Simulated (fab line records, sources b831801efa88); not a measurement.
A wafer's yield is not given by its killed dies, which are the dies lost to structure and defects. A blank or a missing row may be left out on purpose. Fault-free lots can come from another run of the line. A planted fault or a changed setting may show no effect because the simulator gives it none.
fab line records -- flow sky130 -- part 2 of 2: steps 44 to 44 of 44
record lots=6, wafers=18, lastDay=50
route steps=708 shown VIA3@588 METAL4@598 CAP2M@603 PAD_OPEN@708
lots that met no fault: taken from a fault-free run of the same line
startH: hours from the record's first day to the start of the lot's first wafer shown -- waitH: hours since the lot's step before -- " repeats the value in the row above -- L1.1+2: several wafers, shown together as one row -- - no value, or no start was given -- * or withheld: withheld -- < > ~ a bound
route shown NAME@n: NAME is a module with steps in the file, n the number in the route of the first one -- usual: mean and standard deviation over wafers with no fault -- same: alike in all rows -- chamber/n: place in a boat -- sites: the reading at each site -- _std_site: standard deviation across them -- _edge_site: inner sites' mean taken away from outer sites' mean -- radiusMm: for every site, how far away it sits from the centre of the wafer -- mask NAME#n: copy n -- behind: the tool/chamber that last shaped the wafer -- hold: why the lot was held/for how many hours/how that ended -- device: transistor that didn't switch, given as n, p or np -- end of line: the route-end tests of the same wafers -- where a step has no rows: the recipe by itself -- killed: dies that structure and defects cost at the first sort, which is not the same as the wafer's yield -- map: the dies of a wafer, with x for killed, . for not killed, _ for no die there
set.NAME: setting as actually run; set.NAME@STEP: the setting as run at that earlier step -- model.NAME: the simulator's own value behind a step, which no gauge read
certain route steps with their lots: each step a table, each wafer a row
services: from which hour (startH, from the record's first day; less than 0 if before it) a tool's chamber was out of use, for how many hours, and why
## steps
# step SKY_PAD_OPEN_PROBE_99
# usual defectLimitedYield=82.5/1.9, killed_at_M0_to_M3=42/6.9, killed_at_M4_up=3.2/1.7, killedAtContacts=25/5.1, killedAtFrontEnd=15/4.5, killedAtOther=0.4/0.63, killedDies=86/9.3, killedOpen=46/7, killedShort=39/6.9, sort_bin_3_pad_short=0.9/0.45, sort_bin_5_function=10.4/1.5, sort_bin_6_memory=6.3/1.1, sortNPass=406/9.3, sortYieldPct=82.5/1.9
# same grossDies=492, killedAtBackSide=0, sort_bin_4_leakage[%]=0, sort_bin_8_speed[%]=0
lot.wafer,tool,chamber,startH,waitH,defectLimitedYield[%],killed_at_M0_to_M3,killed_at_M4_up,killedAtContacts,killedAtFrontEnd,killedAtOther,killedDies,killedOpen,killedShort,sort_bin_3_pad_short[%],sort_bin_5_function[%],sort_bin_6_memory[%],sortNPass,sortYieldPct[%]
L993.2,prober-02,-,1113.02,0.1,82.9,38,5,25,15,1,84,51,33,0.6,11.4,5.1,408,82.9
L993.3,prober-02,-,1113.07,0.2,79.9,52,4,27,16,0,99,56,43,0.2,13.8,6.1,393,79.9
L993.5,prober-02,-,1113.17,0.2,82.7,41,4,23,16,1,85,50,35,0.8,9.8,6.7,407,82.7
L997.3,prober-01,-,1132.18,0.2,84.3,34,5,19,18,1,77,32,43,1.4,8.7,5.5,415,84.3
L997.4,prober-01,-,1132.23,0.2,81.3,45,5,36,5,1,92,52,39,1.0,11.2,6.5,400,81.3
L997.5,prober-01,-,1132.28,0.2,81.1,47,1,28,14,3,93,53,40,0.8,10.0,8.1,399,81.1
L999.2,prober-02,-,1153.58,0.1,81.9,39,4,25,21,0,89,47,42,1.2,10.6,6.3,403,81.9
L999.3,prober-02,-,1153.63,0.2,81.1,51,2,26,14,0,93,40,52,1.0,11.2,6.7,399,81.1
L999.6,prober-02,-,1153.78,0.2,81.1,34,3,33,22,1,93,37,55,1.4,11.0,6.5,399,81.1
L104.3,prober-02,-,1171.82,0.2,81.1,53,2,21,16,1,93,55,37,1.2,11.2,6.5,399,81.1
L104.4,prober-02,-,1171.87,0.2,82.7,47,1,22,15,0,85,56,29,0.6,12.0,4.7,407,82.7
L104.6,prober-02,-,1171.97,0.2,81.9,39,7,25,18,0,89,47,42,0.6,9.8,7.7,403,81.9
L108.3,prober-02,-,1189.28,0.2,81.7,46,3,22,18,1,90,51,39,1.0,9.6,7.7,402,81.7
L108.4,prober-02,-,1189.33,0.2,86.0,33,1,15,20,0,69,30,39,1.0,9.8,3.3,423,86.0
L108.5,prober-02,-,1189.38,0.2,82.3,39,3,28,17,0,87,56,31,0.2,10.8,6.7,405,82.3
L109.3,prober-01,-,1198.19,0.2,84.1,42,3,22,10,1,78,39,39,0.6,7.9,7.3,414,84.1
L109.4,prober-01,-,1198.24,0.2,80.3,34,4,42,17,0,97,52,44,1.6,11.4,6.7,395,80.3
L109.5,prober-01,-,1198.29,0.2,80.3,42,4,30,21,0,97,54,43,1.2,12.0,6.5,395,80.3
# killed by level:class
L993.2 CONTACT:geometricParticle:open=9 LI_CONTACT:geometricParticle:open=8 VIA1:geometricParticle:open=7 VIA2:geometricParticle:open=7 VIA3:geometricParticle:open=7 POLY_GATE:geometricParticle:open=6 FIELD_ISO:geometricParticle:short=4 CONTACT:geometricParticle:short=4
L993.3 CONTACT:geometricParticle:open=13 VIA1:geometricParticle:open=11 VIA3:geometricParticle:open=10 VIA1:geometricParticle:short=7 METAL2:geometricParticle:short=7 VIA2:geometricParticle:open=7 LI_CONTACT:geometricParticle:open=6 METAL1:geometricParticle:short=5
L993.5 LI_CONTACT:geometricParticle:open=10 VIA2:geometricParticle:open=9 METAL2:geometricParticle:short=8 CONTACT:geometricParticle:open=7 POLY_GATE:geometricParticle:open=6 VIA3:geometricParticle:open=6 FIELD_ISO:geometricParticle:short=5 VIA1:geometricParticle:open=5
L997.3 CONTACT:geometricParticle:open=8 FIELD_ISO:geometricParticle:short=7 VIA1:geometricParticle:open=6 METAL2:geometricParticle:short=6 CONTACT:geometricParticle:short=5 METAL3:geometricParticle:short=5 VIA3:geometricParticle:open=5 LOCAL_INTERCONNECT:geometricParticle:short=4
L997.4 VIA1:geometricParticle:open=14 CONTACT:geometricParticle:open=12 LI_CONTACT:geometricParticle:open=9 CONTACT:geometricParticle:short=8 VIA2:geometricParticle:open=7 METAL1:geometricParticle:short=5 VIA3:geometricParticle:open=4 VIA1:geometricParticle:short=4
L997.5 CONTACT:geometricParticle:open=12 VIA1:geometricParticle:open=12 VIA3:geometricParticle:open=10 METAL2:geometricParticle:short=9 CONTACT:geometricParticle:short=8 LI_CONTACT:geometricParticle:open=5 VIA2:geometricParticle:open=4 FIELD_ISO:geometricParticle:open=3
L999.2 CONTACT:geometricParticle:short=10 VIA1:geometricParticle:open=9 FIELD_ISO:geometricParticle:short=7 LI_CONTACT:geometricParticle:open=7 VIA2:geometricParticle:open=7 VIA3:geometricParticle:open=7 FIELD_ISO:geometricParticle:open=6 METAL1:geometricParticle:short=6
L999.3 CONTACT:geometricParticle:open=8 METAL1:geometricParticle:short=8 VIA1:geometricParticle:open=8 LOCAL_INTERCONNECT:geometricParticle:short=7 METAL2:geometricParticle:short=7 VIA2:geometricParticle:open=6 VIA1:geometricParticle:short=5 VIA3:geometricParticle:open=5
L999.6 CONTACT:geometricParticle:open=10 LOCAL_INTERCONNECT:geometricParticle:short=10 METAL1:geometricParticle:short=8 FIELD_ISO:geometricParticle:short=7 METAL3:geometricParticle:short=7 POLY_GATE:geometricParticle:short=5 POLY_GATE:geometricParticle:open=4 VIA3:geometricParticle:open=4
L104.3 VIA2:geometricParticle:open=11 LI_CONTACT:geometricParticle:open=10 VIA1:geometricParticle:open=9 CONTACT:geometricParticle:open=6 METAL3:geometricParticle:short=6 VIA3:geometricParticle:open=6 METAL2:geometricParticle:short=5 VIA3:geometricParticle:short=5
L104.4 CONTACT:geometricParticle:open=10 VIA1:geometricParticle:open=10 FIELD_ISO:geometricParticle:open=9 METAL2:geometricParticle:short=9 LI_CONTACT:geometricParticle:open=7 VIA2:geometricParticle:open=7 METAL1:geometricParticle:short=5 VIA3:geometricParticle:open=5
L104.6 VIA1:geometricParticle:open=15 CONTACT:geometricParticle:open=11 METAL2:geometricParticle:short=8 FIELD_ISO:geometricParticle:short=7 LI_CONTACT:geometricParticle:open=6 CONTACT:geometricParticle:short=5 METAL4:geometricParticle:short=5 VIA1:geometricParticle:short=5
L108.3 VIA1:geometricParticle:open=15 VIA2:geometricParticle:open=8 CONTACT:geometricParticle:open=7 FIELD_ISO:geometricParticle:short=6 LI_CONTACT:geometricParticle:open=6 VIA1:geometricParticle:short=6 LOCAL_INTERCONNECT:geometricParticle:short=5 POLY_GATE:geometricParticle:short=4
L108.4 METAL2:geometricParticle:short=9 FIELD_ISO:geometricParticle:short=6 POLY_GATE:geometricParticle:open=6 CONTACT:geometricParticle:short=6 VIA1:geometricParticle:short=5 VIA1:geometricParticle:open=5 VIA2:geometricParticle:open=5 POLY_GATE:geometricParticle:short=4
L108.5 VIA1:geometricParticle:open=15 CONTACT:geometricParticle:open=12 LI_CONTACT:geometricParticle:open=8 FIELD_ISO:geometricParticle:open=6 CONTACT:geometricParticle:short=6 VIA3:geometricParticle:open=6 POLY_GATE:geometricParticle:short=4 VIA1:geometricParticle:short=4
L109.3 LI_CONTACT:geometricParticle:open=8 VIA1:geometricParticle:open=8 METAL1:geometricParticle:short=7 CONTACT:geometricParticle:short=6 VIA3:geometricParticle:open=6 VIA2:geometricParticle:open=6 VIA3:geometricParticle:short=6 CONTACT:geometricParticle:open=5
L109.4 CONTACT:geometricParticle:open=16 LI_CONTACT:geometricParticle:open=11 FIELD_ISO:geometricParticle:short=8 VIA3:geometricParticle:open=8 VIA1:geometricParticle:open=6 VIA2:geometricParticle:open=6 LOCAL_INTERCONNECT:geometricParticle:short=5 METAL1:geometricParticle:short=5
L109.5 CONTACT:geometricParticle:open=11 LI_CONTACT:geometricParticle:open=9 VIA1:geometricParticle:open=9 FIELD_ISO:geometricParticle:short=6 METAL2:geometricParticle:short=6 VIA2:geometricParticle:open=6 VIA3:geometricParticle:open=6 VIA1:geometricParticle:short=5
## services
tool,chamber,startH,hours,kind
rieMetal-01,0,951.56,3.3,repair
cmp-02,-,967.68,1.8,repair
cmp-02,-,980.76,1.5,repair
cmp-02,-,985.39,1.1,repair
cmp-02,-,990.02,0.4,repair
rieMetal-04,-,997.80,0.9,repair
pvdSputter-01,-,1002.54,1.3,repair
rieMetal-01,0,1017.30,3.6,repair
pecvd-03,-,1021.32,6.0,pm
cmp-01,-,1029.14,3.4,pm
rieMetal-01,0,1048.92,16.9,repair
cmp-01,-,1056.23,4.2,pm
pvdSputter-02,-,1064.29,6.9,repair
cmp-01,-,1072.16,1.3,repair
pecvd-03,-,1077.85,14.6,pm
cmp-01,-,1079.40,2.4,repair
cmp-02,-,1084.20,4.0,pm
rieMetal-04,-,1084.23,0.6,repair
pvdSputter-02,-,1088.73,0.6,repair
pvdSputter-01,-,1096.54,8.8,repair
rieMetal-01,-,1107.35,5.5,repair
pecvd-01,1,1113.63,10.4,repair
pecvd-01,0,1117.48,6.8,repair
rieMetal-01,1,1117.92,20.3,repair
